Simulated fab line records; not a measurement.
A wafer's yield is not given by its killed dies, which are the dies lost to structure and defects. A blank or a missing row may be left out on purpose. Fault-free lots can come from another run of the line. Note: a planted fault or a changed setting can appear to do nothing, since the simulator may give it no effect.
Struck lot and sound lot, side by side || flow gf180mcu || 48 out of 602 route steps
Sound: wafers L334.2, L334.3, L334.4. Struck: wafers L346.3, L346.5, L346.6. Last of all comes the cause.
At each step with rows: each side's tool, then ch and its chambers, then its first start. Under that, the readings that differ: sound wafers || struck wafers || difference of the means || sigmas: that difference in standard deviations of wafers without a fault.
alike: readings whose means differ by less than 2 such deviations, and words and numbers that are the same on both sides. not compared: withheld readings, readings that some wafer has no value for, bounds like >300 that may hide the same value, and numbers for which the record gives no deviation and whose values overlap.
The two part at a step that has a row with sigmas, a row that says differs or no value, or rows on one side only. When numbers do not overlap yet have no deviation, they are printed without sigmas and do not part them. A reading that every wafer of one side lacks parts them only if that side has two wafers or more.

first, 1 step without rows for these wafers: GF_STI_OXIDATION_21 (stabilise 600 s, purge 300 s, target thk 15 nm).
GF_STI_THK_MEAS_22:
  sound on film metro-04, day 2 08:37; struck on film metro-02, day 4 23:04
{"reading": "STI_OXIDATION_01_THK (nm)", "sound": "14.70 14.98 14.80", "struck": "15.15 15.35 15.25", "difference": "+0.42", "sigmas": "+2"}
then, 1 step without rows for these wafers: GF_STI_CVD_23 (deposits SiO2, target thk 650 nm, time 108.3 s).
GF_STI_THK_MEAS_24:
  sound on film metro-01, day 2 08:46; struck on film metro-01, day 4 23:12
  alike: STI_CVD_23_THK
GF_STI_CMP_25: polishes, stops on Si3N4, t overpolish 33 s, target thk 524.6 nm.
  sound on cmp-02 ch 0,1,3, day 2 08:49; struck on cmp-01 ch 0,2,3, day 4 23:20
  alike: motor current A, overpolish run s, retaining ring pressure frac, time to endpoint s
then, 4 steps without rows for these wafers: GF_STI_WET_ETCH_26 (etches SiO2 in dHF, target depth 94 nm, time 188 s); GF_STI_WET_ETCH_27 (etches Si3N4 in H3PO4, target depth 160 nm, time 1825 s); GF_STI_WET_ETCH_28 (etches SiO2 in dHF, target depth 20 nm, time 40 s); GF_STI_OXIDATION_29 (stabilise 600 s, purge 300 s, target thk 10 nm).
GF_STI_THK_MEAS_30:
  sound on film metro-02, day 2 11:07; struck on film metro-02, day 5 01:56
{"reading": "STI_OXIDATION_02_THK (nm)", "sound": "9.74 9.75 9.86", "struck": "10.11 10.29 10.23", "difference": "+0.43", "sigmas": "+2"}
then, 2 steps without rows for these wafers: GF_DNWELL_DEHYDRATE_00 (time 60 s); GF_DNWELL_HMDS_01 (prime time 60 s).
GF_DNWELL_COAT_02: resist thk 3000 nm.
  struck on litho track-03, day 5 08:17; sound on litho track-04 ch 0, day 2 16:46
  no value came back on the struck wafers for chill plate temp C (C), dispense pressure kPa (kPa), exhaust pa (Pa); on the sound wafers chill plate temp C (C) reads 22.92 22.94 22.82
then, 5 steps without rows for these wafers: GF_DNWELL_SOFTBAKE_03; GF_DNWELL_EXPOSE_04 (exposes mask DNWELL, target cd 1700 nm); GF_DNWELL_PEB_05; GF_DNWELL_DEVELOP_06 (develop time 60 s); GF_DNWELL_IMPLANT_07.
GF_DNWELL_STRIP_08: strips in O2/N2.
  sound on plasma asher-02 ch 0,1, day 2 23:11; struck on plasma asher-01 ch 0,1, day 5 16:19
  no value came back on the struck wafers for oes product au (a.u.), strip time to endpoint s (s); on the sound wafers oes product au (a.u.) reads 0.724 0.714 0.723
  alike: drypump motor current A, heater power w, o2 flow sccm
  not compared: rf hours counter h
GF_DNWELL_TW_MEAS_09:
  sound on film metro-04, day 2 23:17; struck on film metro-03, day 5 16:25
  alike: DNWELL_TW
then, 7 steps without rows for these wafers: GF_NWELL_DEHYDRATE_00 (time 60 s); GF_NWELL_HMDS_01 (prime time 60 s); GF_NWELL_COAT_02 (resist thk 3000 nm); GF_NWELL_SOFTBAKE_03; GF_NWELL_EXPOSE_04 (exposes mask Nwell, target cd 860 nm); GF_NWELL_PEB_05; GF_NWELL_DEVELOP_06 (develop time 60 s).
GF_NWELL_OVL_MEAS_07:
  sound on overlay-02, day 3 12:29; struck on overlay-02, day 6 06:35
  alike: NWELL_OVL
then, 2 steps without rows for these wafers: GF_NWELL_IMPLANT_08; GF_NWELL_IMPLANT_09.
GF_NWELL_STRIP_10: strips in O2/N2.
  sound on plasma asher-03 ch 0,1, day 3 12:49; struck on plasma asher-04 ch 0,1, day 6 06:56
  alike: drypump motor current A, heater power w, o2 flow sccm, oes product au, strip time to endpoint s
  not compared: rf hours counter h
GF_NWELL_TW_MEAS_11:
  sound on film metro-01, day 3 12:55; struck on film metro-03, day 6 07:02
{"reading": "NWELL_TW", "sound": "1593 1588 1597", "struck": "1878 1887 1889", "difference": "+292", "sigmas": "+16"}
then, 7 steps without rows for these wafers: GF_LVPWELL_DEHYDRATE_00 (time 60 s); GF_LVPWELL_HMDS_01 (prime time 60 s); GF_LVPWELL_COAT_02 (resist thk 3000 nm); GF_LVPWELL_SOFTBAKE_03; GF_LVPWELL_EXPOSE_04 (exposes mask LVPWELL, target cd 600 nm); GF_LVPWELL_PEB_05; GF_LVPWELL_DEVELOP_06 (develop time 60 s).
GF_LVPWELL_OVL_MEAS_07:
  sound on overlay-02, day 4 02:24; struck on overlay-01, day 6 22:27
  alike: LVPWELL_OVL
then, 2 steps without rows for these wafers: GF_LVPWELL_IMPLANT_08; GF_LVPWELL_IMPLANT_09.
GF_LVPWELL_TW_MEAS_11:
  sound on film metro-02, day 4 03:22; struck on film metro-01, day 6 22:53
{"reading": "LVPWELL_TW", "sound": "554 558 557", "struck": "1406 1404 1408", "difference": "+850", "sigmas": "+99 or more"}
GF_MVSD_TW_MEAS_11:
  sound on film metro-03, day 4 17:35; struck on film metro-01, day 7 14:50
{"reading": "MVSD_TW", "sound": "1621 1619 1629", "struck": "1868 1872 1866", "difference": "+246", "sigmas": "+11"}
GF_MVPSD_TW_MEAS_11:
  sound on film metro-02, day 5 07:52; struck on film metro-03, day 8 07:14
{"reading": "MVPSD_TW", "sound": "551 552 551", "struck": "1408 1410 1398", "difference": "+854", "sigmas": "+99 or more"}
GF_VT_IMPLANT_TW_MEAS_10:
  sound on film metro-04, day 5 22:22; struck on film metro-04, day 8 23:56
{"reading": "VT_IMPLANT_TW", "sound": "565 562 564", "struck": "1376 1374 1374", "difference": "+811", "sigmas": "+99 or more"}
GF_VT_IMPLANT_TW_MEAS_21:
  sound on film metro-04, day 6 13:07; struck on film metro-04, day 9 17:35
{"reading": "VT_IMPLANT_2_TW", "sound": "1216 1215 1210", "struck": "1603 1605 1608", "difference": "+392", "sigmas": "+24"}
GF_VT_IMPLANT_TW_MEAS_32:
  sound on film metro-03, day 7 04:29; struck on film metro-03, day 10 11:02
{"reading": "VT_IMPLANT_3_TW", "sound": "278 275 275", "struck": "1394 1399 1393", "difference": "+1119", "sigmas": "+99 or more"}

WHERE THEY PART
Last at GF_VT_IMPLANT_TW_MEAS_32 as far as this record goes, first at GF_STI_THK_MEAS_22.

WHY: what the simulator had put in
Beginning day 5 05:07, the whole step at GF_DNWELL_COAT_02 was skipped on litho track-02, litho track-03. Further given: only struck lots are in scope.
